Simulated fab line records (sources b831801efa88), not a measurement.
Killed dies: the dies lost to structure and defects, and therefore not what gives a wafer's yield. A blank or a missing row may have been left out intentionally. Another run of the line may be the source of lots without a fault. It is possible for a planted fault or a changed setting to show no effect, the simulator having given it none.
Matching of chambers    flow gf180mcu    3 sister chambers for GF_V1_CVD_02 on pecvd-04
The step deposits SiO2 from TEOS, target thk 850 nm, time 94.851 s. 3 wafers are shown with their chamber, then 9 later ones without.

## WAFERS PAIRED WITH THEIR CHAMBERS
wafer   chamber  heater-power-w (W)
L083.2  1        648
L083.4  0        678
L083.5  2        593

## WAFERS WITH NO CHAMBER GIVEN
wafer   heater-power-w (W)
L085.1  732
L085.5  626
L085.6  514
L086.1  574
L086.3  612
L086.5  622
L094.4  660
L094.5  618
L094.6  586

## WHICH CHAMBER EACH ONE RAN IN
wafer   from the rows above           in truth
L085.1  can't be placed: 0 or 1       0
L085.5  can't be placed: 1 or 2 or 0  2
L085.6  can't be placed: 2 or 1       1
L086.1  can't be placed: 2 or 1       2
L086.3  can't be placed: 2 or 1 or 0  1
L086.5  can't be placed: 1 or 2 or 0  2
L094.4  can't be placed: 1 or 0 or 2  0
L094.5  can't be placed: 2 or 1 or 0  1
L094.6  can't be placed: 2 or 1       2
Correctly placed: 0 of 9. Not placeable from these rows: 9 (in 9, the candidates include the true chamber). Placed wrongly: 0.
How it was worked out, from the rows above alone: a wafer's distance from a chamber is the root of the sum, over the readings, of the square of ((its reading less the chamber's mean) divided by the reading's scatter). The wafer belongs to the nearest chamber; if the next one is less than 2 further off, it can't be placed. A chamber's mean is the mean of its shown wafers. The scatter (one wafer shown for each chamber): square how far every hidden wafer sits from the nearest shown wafer, average those squares and take the square root.
